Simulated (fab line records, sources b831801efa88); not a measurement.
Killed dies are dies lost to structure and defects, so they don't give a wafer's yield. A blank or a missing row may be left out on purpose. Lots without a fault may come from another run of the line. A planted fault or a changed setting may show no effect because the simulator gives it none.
Chamber matching | flow sfq_line | SFQ_TRILAYER_I1_DEP_PECVD_045 on pecvd-03: 3 sister chambers
The step deposits SiO2 from SiH4/N2O, time 111.11 s, target thk 500 nm. 6 wafers are shown with their chamber, then 7 later ones without.

WAFERS WITH THEIR CHAMBER
wafer  | chamber | throttle_valve_pct (%) | heater_power_w (W)
L477.3 | 0       | 24.8                   | 79
L478.1 | 2       | 23.3                   | 97
L478.3 | 0       | 24.7                   | 73
L478.6 | 2       | 23.1                   | 98
L479.3 | 1       | 22.5                   | 71
L479.4 | 1       | 22.2                   | 74

WAFERS WITHOUT THEIR CHAMBER
wafer  | throttle_valve_pct (%) | heater_power_w (W)
L479.5 | 24.7                   | 73
L484.1 | 22.5                   | 76
L484.3 | 23.6                   | 92
L484.6 | 22.5                   | 77
L485.2 | 24.7                   | 72
L485.5 | 22.5                   | 78
L485.6 | 25.1                   | 72

WHICH CHAMBER EACH WENT THROUGH
wafer  | from the rows above | in truth
L479.5 | 0                   | 0
L484.1 | 1                   | 1
L484.3 | 2                   | 2
L484.6 | 1                   | 1
L485.2 | 0                   | 0
L485.5 | 1                   | 1
L485.6 | 0                   | 0
Placed correctly: 7 of 7. Can't be placed from these rows: 0. Placed wrongly: 0.
How it was worked out, from the rows above alone: a wafer's distance from a chamber is the root of the sum, over the readings, of the square of ((its reading less the chamber's mean) divided by the reading's scatter). The wafer belongs to the nearest chamber; if the next one is less than 2 further off, it can't be placed. A chamber's mean is the mean of its shown wafers. The scatter: the root of (the sum of the squares of (reading less its chamber's mean) over the shown wafers, divided by (wafers less chambers)).
